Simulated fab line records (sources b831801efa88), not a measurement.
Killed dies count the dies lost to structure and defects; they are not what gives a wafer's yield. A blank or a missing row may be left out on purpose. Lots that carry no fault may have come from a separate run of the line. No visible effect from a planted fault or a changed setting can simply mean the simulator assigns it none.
fab line records + flow gf180mcu
[record]
- lots = 5
- wafers = 15
- lastDay = 33
route steps=602 shown PSD@256 NSD@262 SAB@264 SALICIDE@278
lots untouched by any fault: they come from a run of this same line in which no faults occurred
startH: the number of hours between the record's first day and the start of the first shown wafer of the lot + waitH: time in hours since the lot's previous step + " unchanged from the row above + L1.1+2: several wafers, shown together as one row + - value missing, or start not given + * or withheld: withheld + < > ~ a bound
route shown NAME@n: names a module that has steps shown in the file, with the first one's number in the route + usual: mean/standard deviation of fault-free wafers + same: alike in all rows + chamber/n: place in a boat + sites: the reading at each site + _std_site: the values' standard deviation + _edge_site: inner sites' mean taken away from outer sites' mean + radiusMm: for every site, how far away it sits from the centre of the wafer + mask NAME#n: copy n + behind: the tool/chamber that last shaped the wafer + hold: why the lot went on hold/how many hours it stayed there/how the hold came to an end + device: whichever transistor did not switch (one of n, p or np) + end of line: the route-end tests of the same wafers + for a step that has no rows: nothing shown but its recipe + killed: the dies lost at the first sort to structure and to defects; this is not the yield of the wafer + map: per-die view of a wafer (x killed, . not killed, _ where there is no die)
set.NAME: the setting as run; set.NAME@STEP: as run at that earlier step + model.NAME: the simulator's own value behind a step, which no gauge read
lots at selected steps of the route; one table per step, one row per wafer
services: the hour from which a tool's chamber was out of use, counted from the record's first day as startH (under 0 if before that day), plus the number of hours and why
[[steps]]
[step GF_PSD_OVL_MEAS_08]
[usual]
- PSD_OVL = 0.7/1.1
| lot.wafer | tool       | chamber | startH | waitH | PSD_OVL[nm] |
|-----------|------------|---------|--------|-------|-------------|
| L663.1    | overlay-01 | -       | 354.60 | 0.1   | 0.4         |
| L663.2    | "          | -       | "      | "     | 1.2         |
| L663.4    | "          | -       | "      | "     | 1.1         |
| L666.2    | overlay-02 | -       | 377.52 | 0.1   | 0.3         |
| L666.4    | "          | -       | "      | "     | 1.5         |
| L666.5    | "          | -       | "      | "     | 0.2         |
| L673.2    | overlay-02 | -       | 439.01 | 0.1   | 0.7         |
| L673.3    | "          | -       | "      | "     | -0.5        |
| L673.4    | "          | -       | "      | "     | 0.0         |
| L675.4    | overlay-02 | -       | 454.27 | 0.1   | 0.1         |
| L675.5    | "          | -       | "      | "     | -1.3        |
| L675.6    | "          | -       | "      | "     | 0.5         |
| L676.2    | overlay-02 | -       | 463.40 | 0.1   | 4.1         |
| L676.3    | "          | -       | "      | "     | 3.7         |
| L676.4    | "          | -       | "      | "     | 3.4         |
[step GF_PSD_IMPLANT_09]
[recipe]
- species = BF2
- energyKev = 40
- doseCm2 = 1.5e+15
- tiltDeg = 7
[step GF_PSD_STRIP_10]
[recipe]
- chemistry = O2/N2
- powerW = 1400
- pressureMtorr = 1500
- platenTempC = 250
- o2FlowSccm = 3000
- n2FlowSccm = 300
- overashFraction = 0.5
[usual]
- drypumpMotorCurrentA = 5.8/0.36
- heaterPowerW = 314/37
- oesProductAu = 0.592/0.0045
- platenTempC = 250.00/0.16
- stripTimeToEndpointS = 16.53/0.038
| lot.wafer | tool           | chamber | startH | waitH | drypumpMotorCurrentA | heaterPowerW | oesProductAu | platenTempC | rfHoursCounterH | stripTimeToEndpointS |
|-----------|----------------|---------|--------|-------|----------------------|--------------|--------------|-------------|-----------------|----------------------|
| L663.1    | plasmaAsher-01 | 1       | 354.78 | 0.1   | 6.4                  | 286          | 0.592        | 249.77      | 69              | 16.53                |
| L663.2    | "              | 0       | "      | "     | 5.8                  | 324          | 0.587        | 250.07      | 69              | 16.55                |
| L663.4    | "              | 0       | "      | "     | 5.8                  | 334          | 0.593        | 250.07      | -               | 16.58                |
| L666.2    | plasmaAsher-04 | 1       | 377.70 | 0.1   | 5.4                  | 261          | 0.593        | 249.95      | 26              | 16.56                |
| L666.4    | "              | 0       | "      | "     | 5.9                  | 321          | 0.585        | 250.05      | -               | 16.52                |
| L666.5    | "              | 1       | "      | "     | 5.4                  | 268          | 0.588        | 250.04      | -               | 16.55                |
| L673.2    | plasmaAsher-01 | 0       | 439.19 | 0.1   | 5.8                  | 327          | 0.584        | 249.90      | 78              | 16.56                |
| L673.3    | "              | 1       | "      | "     | 6.4                  | 288          | 0.593        | 250.09      | -               | 16.56                |
| L673.4    | "              | 0       | "      | "     | 5.7                  | 332          | 0.591        | 250.00      | -               | 16.56                |
| L675.4    | plasmaAsher-03 | 0       | 454.47 | 0.1   | 5.7                  | 333          | 0.594        | 250.06      | -               | 16.52                |
| L675.5    | "              | 1       | "      | "     | 5.5                  | 376          | 0.601        | 249.81      | -               | 16.51                |
| L675.6    | "              | 0       | "      | "     | 5.7                  | 341          | 0.590        | 249.89      | -               | 16.57                |
| L676.2    | plasmaAsher-01 | 1       | 463.58 | 0.1   | 6.4                  | 283          | 0.580        | 249.98      | 79              | 16.59                |
| L676.3    | "              | 1       | "      | "     | 6.4                  | 284          | 0.593        | 249.87      | -               | 16.57                |
| L676.4    | "              | 0       | "      | "     | 5.8                  | 327          | 0.591        | 250.14      | -               | 16.60                |
[step GF_PSD_TW_MEAS_11]
[usual]
- PSD_TW = 3169/31
| lot.wafer | tool         | chamber | startH | waitH | PSD_TW |
|-----------|--------------|---------|--------|-------|--------|
| L663.1    | filmMetro-02 | -       | 354.88 | 0.1   | 3188   |
| L663.2    | "            | -       | "      | "     | 3170   |
| L663.4    | "            | -       | "      | "     | 3165   |
| L666.2    | filmMetro-03 | -       | 377.81 | 0.1   | 3144   |
| L666.4    | "            | -       | "      | "     | 3132   |
| L666.5    | "            | -       | "      | "     | 3162   |
| L673.2    | filmMetro-01 | -       | 439.30 | 0.1   | 3180   |
| L673.3    | "            | -       | "      | "     | 3213   |
| L673.4    | "            | -       | "      | "     | 3188   |
| L675.4    | filmMetro-03 | -       | 454.57 | 0.1   | 3124   |
| L675.5    | "            | -       | "      | "     | 3121   |
| L675.6    | "            | -       | "      | "     | 3139   |
| L676.2    | filmMetro-02 | -       | 463.69 | 0.1   | 3160   |
| L676.3    | "            | -       | "      | "     | 3165   |
| L676.4    | "            | -       | "      | "     | 3168   |
[step GF_PSD_CLEAN_12]
[recipe]
- chemistry = SC1/SC2
- mix = 1:4:20
- tempC = 70
- timeS = 150
- dry = n2Spin
[step GF_PSD_RTA_13]
[recipe]
- tempC = 1025
- timeS = 20
- ambient = N2
[usual]
- lampPowerPct = 32.1/2.4
- wafer_temp_C_max = 1030.4/1.1
| lot.wafer | tool         | chamber | startH | waitH | lampPowerPct | wafer_temp_C_max |
|-----------|--------------|---------|--------|-------|--------------|------------------|
| L663.1    | rtpAnneal-02 | 0       | 355.00 | 0.0   | 34.4         | 1029.1           |
| L663.2    | "            | 0       | "      | "     | 34.4         | 1029.4           |
| L663.4    | "            | 0       | "      | "     | 34.4         | 1029.4           |
| L666.2    | rtpAnneal-02 | 0       | 377.93 | 0.0   | 34.4         | 1030.0           |
| L666.4    | "            | 0       | "      | "     | 34.4         | 1030.6           |
| L666.5    | "            | 0       | "      | "     | 34.4         | 1032.3           |
| L673.2    | rtpAnneal-01 | 0       | 439.41 | 0.0   | 29.7         | 1032.1           |
| L673.3    | "            | 0       | "      | "     | 29.7         | 1032.4           |
| L673.4    | "            | 0       | "      | "     | 29.7         | 1029.0           |
| L675.4    | rtpAnneal-01 | 0       | 454.69 | 0.0   | 29.7         | 1029.7           |
| L675.5    | "            | 0       | "      | "     | 29.7         | 1031.3           |
| L675.6    | "            | 0       | "      | "     | 29.8         | 1030.0           |
| L676.2    | rtpAnneal-02 | 0       | 463.81 | 0.0   | 34.4         | 1031.4           |
| L676.3    | "            | 0       | "      | "     | 34.5         | 1029.0           |
| L676.4    | "            | 0       | "      | "     | 34.5         | 1031.3           |
[step GF_PSD_RS_MEAS_14]
[recipe]
- thkMeasGauge = four-point-probe
[usual]
- NSD_RS = 46.12/0.14
| lot.wafer | tool         | chamber | startH | waitH | NSD_RS[ohm/sq] |
|-----------|--------------|---------|--------|-------|----------------|
| L663.1    | filmMetro-03 | -       | 355.08 | 0.1   | 46.31          |
| L663.2    | "            | -       | "      | "     | 46.47          |
| L663.4    | "            | -       | "      | "     | 46.39          |
| L666.2    | filmMetro-02 | -       | 378.02 | 0.1   | 46.04          |
| L666.4    | "            | -       | "      | "     | 46.02          |
| L666.5    | "            | -       | "      | "     | 46.03          |
| L673.2    | filmMetro-03 | -       | 439.50 | 0.1   | 46.57          |
| L673.3    | "            | -       | "      | "     | 46.37          |
| L673.4    | "            | -       | "      | "     | 46.29          |
| L675.4    | filmMetro-02 | -       | 454.79 | 0.1   | 46.04          |
| L675.5    | "            | -       | "      | "     | 46.10          |
| L675.6    | "            | -       | "      | "     | 46.09          |
| L676.2    | filmMetro-01 | -       | 463.90 | 0.1   | 46.01          |
| L676.3    | "            | -       | "      | "     | 46.04          |
| L676.4    | "            | -       | "      | "     | 45.99          |
[step GF_PSD_RS_MEAS_15]
[recipe]
- thkMeasGauge = four-point-probe
[usual]
- PSD_RS = 108.5/0.4
| lot.wafer | tool         | chamber | startH | waitH | PSD_RS[ohm/sq] |
|-----------|--------------|---------|--------|-------|----------------|
| L663.1    | filmMetro-03 | -       | 355.20 | 0.1   | 109.4          |
| L663.2    | "            | -       | "      | "     | 109.3          |
| L663.4    | "            | -       | "      | "     | 109.6          |
| L666.2    | filmMetro-02 | -       | 378.14 | 0.1   | 108.3          |
| L666.4    | "            | -       | "      | "     | 108.3          |
| L666.5    | "            | -       | "      | "     | 108.4          |
| L673.2    | filmMetro-03 | -       | 439.62 | 0.1   | 109.4          |
| L673.3    | "            | -       | "      | "     | 109.3          |
| L673.4    | "            | -       | "      | "     | 109.0          |
| L675.4    | filmMetro-02 | -       | 454.91 | 0.1   | 108.5          |
| L675.5    | "            | -       | "      | "     | 108.5          |
| L675.6    | "            | -       | "      | "     | 108.4          |
| L676.2    | filmMetro-01 | -       | 464.02 | 0.1   | 108.2          |
| L676.3    | "            | -       | "      | "     | 107.9          |
| L676.4    | "            | -       | "      | "     | 107.9          |
[step GF_SAB_CVD_00]
[recipe]
- material = SiO2
- targetThkNm = 50
- precursor = TEOS
- tempC = 400
- timeS = 4.9302
- rfW = 600
[usual]
- heaterPowerW = 691/92
| lot.wafer | tool     | chamber | startH | waitH | heaterPowerW |
|-----------|----------|---------|--------|-------|--------------|
| L663.1    | pecvd-04 | 2       | 355.32 | 0.1   | 646          |
| L663.2    | "        | 0       | "      | "     | 683          |
| L663.4    | "        | 1       | "      | "     | 905          |
| L666.2    | pecvd-04 | 0       | 378.24 | 0.1   | 736          |
| L666.4    | "        | 1       | "      | "     | 889          |
| L666.5    | "        | 0       | "      | "     | 742          |
| L673.2    | pecvd-02 | 0       | 439.72 | 0.1   | 591          |
| L673.3    | "        | 2       | "      | "     | 580          |
| L673.4    | "        | 2       | "      | "     | 609          |
| L675.4    | pecvd-04 | 2       | 454.98 | 0.0   | 703          |
| L675.5    | "        | 1       | "      | "     | 925          |
| L675.6    | "        | 0       | "      | "     | 705          |
| L676.2    | pecvd-02 | 0       | 464.12 | 0.1   | 622          |
| L676.3    | "        | 0       | "      | "     | 608          |
| L676.4    | "        | 2       | "      | "     | 633          |
[step GF_SAB_THK_MEAS_01]
[recipe]
- reads = SiO2_of_SAB_CVD_00
[usual]
- SAB_CVD_00_THK = 50.3/0.68
| lot.wafer | tool         | chamber | startH | waitH | SAB_CVD_00_THK[nm] |
|-----------|--------------|---------|--------|-------|--------------------|
| L663.1    | filmMetro-04 | -       | 355.34 | 0.0   | 50.3               |
| L663.2    | "            | -       | "      | "     | 50.4               |
| L663.4    | "            | -       | "      | "     | 52.2               |
| L666.2    | filmMetro-03 | -       | 378.27 | 0.0   | 49.1               |
| L666.4    | "            | -       | "      | "     | 51.3               |
| L666.5    | "            | -       | "      | "     | 50.2               |
| L673.2    | filmMetro-01 | -       | 439.75 | 0.0   | 49.8               |
| L673.3    | "            | -       | "      | "     | 50.2               |
| L673.4    | "            | -       | "      | "     | 50.6               |
| L675.4    | filmMetro-03 | -       | 455.02 | 0.0   | 50.7               |
| L675.5    | "            | -       | "      | "     | 52.1               |
| L675.6    | "            | -       | "      | "     | 50.8               |
| L676.2    | filmMetro-01 | -       | 464.16 | 0.0   | 49.2               |
| L676.3    | "            | -       | "      | "     | 51.0               |
| L676.4    | "            | -       | "      | "     | 50.9               |
[step GF_SAB_DEHYDRATE_02]
[recipe]
- tempC = 200
- timeS = 60
[step GF_SAB_HMDS_03]
[recipe]
- primeTimeS = 60
- primeTempC = 120
[step GF_SAB_COAT_04]
[recipe]
- resist = NOVOLAK
- spinRpm = 3000
- resistThkNm = 1000
[usual]
- resistLineTempC = 23.03/0.11
| lot.wafer | tool          | chamber | startH | waitH | resistLineTempC | model.NOVOLAK_of_SAB_COAT_04.thkNm |
|-----------|---------------|---------|--------|-------|-----------------|------------------------------------|
| L663.1    | lithoTrack-03 | 0       | 366.59 | 0.1   | 23.18           | 995.2                              |
| L663.2    | "             | 0       | "      | "     | 23.19           | 997                                |
| L663.4    | "             | 0       | "      | "     | 23.08           | 993.5                              |
| L666.2    | lithoTrack-04 | 0       | 389.53 | 0.1   | 22.95           | 1002                               |
| L666.4    | "             | 0       | "      | "     | 22.96           | 1001                               |
| L666.5    | "             | 0       | "      | "     | 22.99           | 1000                               |
| L673.2    | lithoTrack-04 | 0       | 451.73 | 0.1   | 22.96           | 998.5                              |
| L673.3    | "             | 0       | "      | "     | 22.97           | 1041                               |
| L673.4    | "             | 0       | "      | "     | 23.25           | 1038                               |
| L675.4    | lithoTrack-01 | 0       | 466.50 | 0.1   | 23.09           | 998.2                              |
| L675.5    | "             | 0       | "      | "     | 22.88           | 1003                               |
| L675.6    | "             | 0       | "      | "     | 22.96           | 1003                               |
| L676.2    | lithoTrack-03 | 0       | 475.42 | 0.1   | 23.12           | 1002                               |
| L676.3    | "             | 0       | "      | "     | 23.17           | 999.4                              |
| L676.4    | "             | 0       | "      | "     | 23.16           | 999.4                              |
[step GF_SAB_SOFTBAKE_05]
[recipe]
- tempC = 90
- timeS = 60
- resist = NOVOLAK
[step GF_SAB_EXPOSE_06]
[recipe]
- maskId = SAB
- targetCdNm = 420
- na = 0.6
- sourceShape = conventional
- sigmaOuter = 0.6
- doseMj = 140
[step GF_SAB_PEB_07]
[recipe]
- tempC = withheld
- timeS = *
- resist = NOVOLAK
[step GF_SAB_DEVELOP_08]
[recipe]
- developTimeS = 60
- devTempC = 23
[step GF_SAB_CD_MEAS_09]
[recipe]
- targetCdNm = 420
[usual]
- cdNm = 419.9/1.9
| lot.wafer | tool     | chamber | startH | waitH | cdNm  |
|-----------|----------|---------|--------|-------|-------|
| L663.1    | cdSem-01 | -       | 377.69 | 0.1   | 417.5 |
| L663.2    | "        | -       | "      | "     | 417.4 |
| L663.4    | "        | -       | "      | "     | 417.2 |
| L666.2    | cdSem-02 | -       | 400.90 | 0.1   | 417.8 |
| L666.4    | "        | -       | "      | "     | 419.2 |
| L666.5    | "        | -       | "      | "     | 418.8 |
| L673.2    | cdSem-02 | -       | 464.51 | 0.1   | 421.3 |
| L673.3    | "        | -       | "      | "     | 422.9 |
| L673.4    | "        | -       | "      | "     | 423.2 |
| L675.4    | cdSem-02 | -       | 478.29 | 0.1   | 415.5 |
| L675.5    | "        | -       | "      | "     | 418.1 |
| L675.6    | "        | -       | "      | "     | 420.4 |
| L676.2    | cdSem-01 | -       | 487.83 | 0.1   | 421.4 |
| L676.3    | "        | -       | "      | "     | 421.8 |
| L676.4    | "        | -       | "      | "     | 421.5 |
[step GF_SAB_OVL_MEAS_10]
[usual]
- SAB_OVL = 0.2/1.5
| lot.wafer | tool       | chamber | startH | waitH | SAB_OVL[nm] |
|-----------|------------|---------|--------|-------|-------------|
| L663.1    | overlay-02 | -       | 377.81 | 0.1   | 0.3         |
| L663.2    | "          | -       | "      | "     | -0.1        |
| L663.4    | "          | -       | "      | "     | 0.7         |
| L666.2    | overlay-02 | -       | 401.00 | 0.1   | -2.6        |
| L666.4    | "          | -       | "      | "     | -1.7        |
| L666.5    | "          | -       | "      | "     | -2.2        |
| L673.2    | overlay-02 | -       | 464.62 | 0.1   | -1.9        |
| L673.3    | "          | -       | "      | "     | -1.9        |
| L673.4    | "          | -       | "      | "     | 0.0         |
| L675.4    | overlay-01 | -       | 478.36 | 0.1   | 1.1         |
| L675.5    | "          | -       | "      | "     | 0.3         |
| L675.6    | "          | -       | "      | "     | 1.3         |
| L676.2    | overlay-01 | -       | 487.93 | 0.1   | 1.3         |
| L676.3    | "          | -       | "      | "     | -0.4        |
| L676.4    | "          | -       | "      | "     | -0.6        |
[step GF_SAB_ETCH_11]
[recipe]
- chemistry = C4F8/O2/Ar
- maskMaterial = NOVOLAK
- target = SiO2
- targetDepthNm = 55
- sourceW = 1500
- biasW = 1200
- pressureMtorr = 40
- c4f8FlowSccm = withheld
- O2_flow_sccm = 6
- Ar_flow_sccm = 300
- timeS = 8.5
[usual]
- oesProductAu = 0.998/0.016
| lot.wafer | tool       | chamber | startH | waitH | oesProductAu | rfHoursCounterH | model.NOVOLAK_of_SAB_COAT_04.thkNm | model.SAB.cdNm |
|-----------|------------|---------|--------|-------|--------------|-----------------|------------------------------------|----------------|
| L663.1    | rieDiel-01 | 3       | 377.85 | 0.0   | 0.988        | 6               | 984.1                              | 418.4          |
| L663.2    | "          | 0       | "      | "     | 0.990        | 7               | 985.6                              | 417.2          |
| L663.4    | "          | 1       | "      | "     | 1.010        | 1               | 982                                | 416.3          |
| L666.2    | rieDiel-04 | 1       | 401.03 | 0.0   | 0.987        | 89              | 990.8                              | 417.2          |
| L666.4    | "          | 2       | "      | "     | 0.987        | 2               | 990                                | 418.6          |
| L666.5    | "          | 3       | "      | "     | 1.020        | -               | 988.2                              | 418.7          |
| L673.2    | rieDiel-02 | 3       | 464.65 | 0.0   | 1.002        | 61              | 987                                | 421.4          |
| L673.3    | "          | 2       | "      | "     | 1.021        | 3               | 1030                               | 422.5          |
| L673.4    | "          | 0       | "      | "     | 0.989        | -               | 1027                               | 424            |
| L675.4    | rieDiel-04 | 1       | 478.38 | 0.0   | 0.990        | 91              | 987                                | 415.2          |
| L675.5    | "          | 2       | "      | "     | 0.976        | -               | 991.5                              | 418            |
| L675.6    | "          | 1       | "      | "     | 0.999        | -               | 992.2                              | 420            |
| L676.2    | rieDiel-04 | 1       | 487.96 | 0.0   | 0.995        | 91              | 990.5                              | 421            |
| L676.3    | "          | 3       | "      | "     | 1.020        | 65              | 987.7                              | 421.7          |
| L676.4    | "          | 1       | "      | "     | 1.001        | -               | 988                                | 421.6          |
[step GF_SAB_WET_ETCH_12]
[recipe]
- chemistry = dHF
- targetDepthNm = 22
- dry = n2Spin
- target = SiO2
- tempC = 25
- dilution = 100:1
- timeS = 440
[step GF_SAB_STRIP_13]
[recipe]
- chemistry = O2/N2
- powerW = 1400
- pressureMtorr = 1500
- platenTempC = 250
- o2FlowSccm = 3000
- n2FlowSccm = 300
- overashFraction = 0.5
[usual]
- drypumpMotorCurrentA = 5.8/0.4
- heaterPowerW = 332/34
- oesProductAu = 0.709/0.0049
- platenTempC = 250.01/0.17
- stripTimeToEndpointS = 12.61/0.033
| lot.wafer | tool           | chamber | startH | waitH | drypumpMotorCurrentA | heaterPowerW | oesProductAu | platenTempC | rfHoursCounterH | stripTimeToEndpointS |
|-----------|----------------|---------|--------|-------|----------------------|--------------|--------------|-------------|-----------------|----------------------|
| L663.1    | plasmaAsher-02 | 0       | 378.01 | 0.0   | 6.0                  | 365          | 0.702        | 250.11      | 61              | 12.55                |
| L663.2    | "              | 1       | "      | "     | 5.2                  | 368          | 0.709        | 250.14      | 61              | 12.57                |
| L663.4    | "              | 0       | "      | "     | 6.0                  | 356          | 0.711        | 249.98      | -               | 12.54                |
| L666.2    | plasmaAsher-02 | 1       | 401.19 | 0.0   | 5.2                  | 360          | 0.714        | 250.07      | 63              | 12.63                |
| L666.4    | "              | 0       | "      | "     | 6.0                  | 364          | 0.704        | 249.94      | -               | 12.63                |
| L666.5    | "              | 1       | "      | "     | 5.2                  | 365          | 0.700        | 249.95      | -               | 12.60                |
| L673.2    | plasmaAsher-01 | 1       | 464.80 | 0.0   | 6.4                  | 278          | 0.708        | 250.01      | 79              | 12.59                |
| L673.3    | "              | 1       | "      | "     | 6.4                  | 282          | 0.707        | 249.95      | -               | 13.02                |
| L673.4    | "              | 0       | "      | "     | 5.8                  | 326          | 0.706        | 250.14      | -               | 12.99                |
| L675.4    | plasmaAsher-02 | 0       | 478.70 | 0.0   | 6.0                  | 361          | 0.706        | 249.84      | -               | 12.60                |
| L675.5    | "              | 1       | "      | "     | 5.2                  | 370          | 0.704        | 249.77      | -               | 12.64                |
| L675.6    | "              | 0       | "      | "     | 6.0                  | 357          | 0.709        | 249.90      | -               | 12.66                |
| L676.2    | plasmaAsher-02 | 0       | 488.11 | 0.0   | 6.0                  | 357          | 0.712        | 249.96      | 73              | 12.62                |
| L676.3    | "              | 0       | "      | "     | 6.0                  | 348          | 0.710        | 250.04      | -               | 12.60                |
| L676.4    | "              | 1       | "      | "     | 5.2                  | 359          | 0.711        | 249.85      | -               | 12.60                |
[step GF_SALICIDE_CLEAN_00]
[recipe]
- chemistry = SC1/SC2
- mix = 1:4:20
- tempC = 70
- timeS = 150
[[services]]
| tool           | chamber | startH | hours | kind          |
|----------------|---------|--------|-------|---------------|
| rieDiel-02     | 0       | 367.00 | -     | clean         |
| rieDiel-02     | 0       | 367.00 | 17.6  | scheduledDown |
| rieDiel-02     | 0       | 367.00 | 17.6  | ventCycle     |
| pecvd-02       | 0       | 382.00 | 5.3   | repair        |
| rieDiel-01     | -       | 387.26 | 0.3   | repair        |
| rieDiel-02     | 1       | 393.82 | 6.1   | repair        |
| pecvd-04       | -       | 396.84 | 1.4   | repair        |
| rieDiel-04     | 3       | 402.14 | 3.9   | repair        |
| plasmaAsher-02 | -       | 415.96 | 1.7   | repair        |
| plasmaAsher-03 | -       | 421.25 | 9.0   | pm            |
| plasmaAsher-03 | 0       | 421.25 | 9.0   | ventCycle     |
| plasmaAsher-03 | 1       | 421.25 | 9.0   | ventCycle     |
| rieDiel-02     | -       | 423.09 | 0.2   | repair        |
| pecvd-02       | -       | 429.32 | 1.8   | repair        |
| pecvd-04       | 0       | 436.03 | 3.8   | repair        |
| rieDiel-02     | -       | 439.64 | 4.3   | pm            |
| plasmaAsher-01 | -       | 447.24 | 14.6  | pm            |
| rieDiel-02     | 2       | 449.86 | 4.9   | repair        |
| pecvd-02       | 1       | 456.61 | 59.6  | repair        |
| rieDiel-02     | 1       | 459.92 | 9.3   | repair        |
| plasmaAsher-02 | -       | 464.60 | 1.2   | repair        |
| plasmaAsher-04 | -       | 474.64 | 15.6  | pm            |
| pecvd-04       | 2       | 482.26 | 4.5   | repair        |
| rieDiel-04     | 0       | 483.45 | 9.7   | repair        |
[[key]]
[firstSign]
- step = GF_SAB_STRIP_13
- reading = stripTimeToEndpointS
- direction = up
- sigmas = 12
- usual = *
- struck = *
effect none on later readings
[modelEffect]
- step = GF_SAB_COAT_04
- value = NOVOLAK_of_SAB_COAT_04.thkNm
- without = 999.1
- struck = 1040
[modelEffect]
- step = GF_SAB_ETCH_11
- value = NOVOLAK_of_SAB_COAT_04.thkNm
- without = 987.6
- struck = 1028
metAt GF_SAB_COAT_04
struckWafers L673.3,L673.4
testerLeftOut L673
onsetBetween 389.53 451.73
[fault]
- kind = processParameterDrift
- tool = lithoTrack-04
- chamber = -
- onsetH = 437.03
- steps = GF_SAB_COAT_04
- channel = resistThkNm
- offset = *
- shape = step
- endH = 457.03
- scope = struckWafersOnly
- actsIn = *
- stated = *
// testerLeftOut: of these lots the tester's yield and bins aren't shown, on N5 and GAA mostly nor the transistor test; their killed dies are dies lost to structure and defects alone, not to doping, threshold or leakage, so they don't give the yield
